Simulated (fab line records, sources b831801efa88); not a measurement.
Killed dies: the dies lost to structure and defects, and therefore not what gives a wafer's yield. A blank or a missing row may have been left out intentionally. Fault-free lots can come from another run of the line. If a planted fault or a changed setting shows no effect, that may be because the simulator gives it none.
Which tool did it? | flow sky130 | at 1 step of a route of 708, 12 lots with 36 wafers sampled

== WHAT EACH GAUGE READ, for each wafer ==
SKY_VIA4_THK_MEAS_01. Usual: VIA4_HDPCVD_THK 1766 nm, standard deviation 12.
lot  | measured     | on           | VIA4_HDPCVD_THK (nm) | flag
L367 | day 41 12:26 | filmMetro-03 | 1767 1758 1762       | 
L368 | day 42 01:44 | filmMetro-02 | 1756 1755 1764       | 
L369 | day 42 13:22 | filmMetro-02 | 1783 1775 1766       | 
L370 | day 42 15:05 | filmMetro-01 | 1767 1762 1776       | 
L375 | day 44 05:05 | filmMetro-02 | 1773 1772 1755       | 
L376 | day 44 14:35 | filmMetro-01 | 1775 1757 1768       | 
L378 | day 45 02:17 | filmMetro-02 | 1750 1750 1768       | 
L383 | day 46 00:52 | filmMetro-03 | 1769 1765 1758       | 
L380 | day 46 05:20 | filmMetro-02 | 1736 1751 1733       | 
L385 | day 46 11:18 | filmMetro-03 | 1747 1743 1751       | 
L388 | day 47 05:33 | filmMetro-02 | 1766 1754 1755       | 
L390 | day 47 15:56 | filmMetro-01 | 1773 1774 1767       | 

== TOOL THAT RAN EACH LOT (tool first, then ch and the chambers of the sampled wafers, then the start) ==
Before these readings, the record contains no process step.

== AS READ BY THE TOOLS THEMSELVES (means over the sampled wafers that have a number; for cases with no such wafer, the mark the record gives instead) ==
The record holds no such reading with a usual standard deviation.

== THE ANSWER, worked out from the rows above alone ==
Rule: a lot is off if the mean of its wafers that have a number lies more than 3 standard deviations from the usual mean. A lot without any number at a reading at which 4 lots or more have one is off too. All remaining lots with rows at the step are treated as sound. Order of review: gauges by route order, followed by the tools' own readings, for which a lot's mean as printed above is used. The first step at which some lot is off is used, and at that step the reading that is off furthest; a lot without a number counts as furthest.
None of the lots is off at any reading shown; this tells nothing.

== WHAT THE SIMULATOR PUT IN ==
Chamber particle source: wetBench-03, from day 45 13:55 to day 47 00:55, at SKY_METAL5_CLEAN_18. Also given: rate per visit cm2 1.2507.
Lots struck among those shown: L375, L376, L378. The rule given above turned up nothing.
